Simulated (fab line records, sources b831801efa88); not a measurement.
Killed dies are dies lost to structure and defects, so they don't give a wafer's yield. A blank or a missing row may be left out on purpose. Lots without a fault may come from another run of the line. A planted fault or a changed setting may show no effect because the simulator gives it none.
Problem report in the 8D (eight disciplines) form, filled by code | flow sky130 | the parts of the form that need people (team, actions taken, sign-off) are left out

1. THE PROBLEM
platen_rpm at SKY_VIA3_CMP_24 reads a mean of 54.00 rpm on 6 wafers of 2 lots; wafers without a fault read 60.00 rpm with a standard deviation of 0.043. That is -99 or more standard deviations from the usual mean.
The step: polishes, stops on SiO2, t overpolish 20 s, target thk 0 nm.
First seen on wafer L623.3, day 43 20:49, on cmp-02. The record holds 33 wafers of 11 lots with a number at this step. Rule for "out", or "out of limits": more than 4 standard deviations from the usual mean. The other wafers with a number count as sound.

2. WHAT IT IS AND WHAT IT IS NOT
question                    | is                     | is not
which readings at this step | platen_rpm             | motor_current_A
which lots                  | L622, L623             | L609, L610, L611, L613, L615, L616, L619, L624, L631
which wafers of those lots  | all that have a number | -
read on which tools         | cmp-02                 | cmp-01
when                        | from day 43 20:49      | up to then (21 sound wafers); but 6 sound wafers of L624, L631 came after

3. SUSPECTS, AND WHAT RULES EACH OUT
Counting: a tool at a process step up to the reading stays a suspect if it ran every lot that is out and no sound lot after the first of them.
- rie_metal-04 at SKY_METAL3_METAL_ETCH_18 (etches the open film in Cl2/BCl3, stops on SiO2, target depth 845 nm, time 183.1 s): ruled out as a lasting fault. Sound lots L631 ran on it after its first lot that is out, L623 (day 42 19:53).
- cmp-02 at SKY_VIA3_CMP_24 (polishes, stops on SiO2, t overpolish 20 s, target thk 0 nm): kept. It ran every lot that is out, first L623 (day 43 20:49), and no sound lot after that; its last sound lot up to then is L615 (day 41 13:26). Its own readings are out on those wafers: platen_rpm.
Left after counting: cmp-02 at SKY_VIA3_CMP_24.

4. THE CAUSE (what the simulator had put in)
Process parameter drift: cmp-02, from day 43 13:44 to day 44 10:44, at SKY_VIA3_CMP_24. Setting platen_rpm, moved by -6, from 60. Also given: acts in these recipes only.
Counting left only this tool.

5. THE CHAIN OF EFFECTS, in route order
Each row: a reading whose mean over the struck wafers that have a number lies more than 3 standard deviations from the usual. Only readings for which the record gives a usual standard deviation are gone through. hours: the time from each lot's start at the first step in this table that gives one to its start at this step, as a median over the lots. sigmas: the change in usual standard deviations.
hours | step            | reading    | usual     | on struck wafers | change | sigmas
0     | SKY_VIA3_CMP_24 | platen_rpm | 60.00 rpm | 54.00            | -6.00  | -99 or more
The process steps in it:
- SKY_VIA3_CMP_24: polishes, stops on SiO2, t overpolish 20 s, target thk 0 nm.

6. WHAT WOULD HAVE CAUGHT IT SOONER
In this record the first reading out of limits was taken at day 43 20:49, 7 hours after the fault began at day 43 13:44.
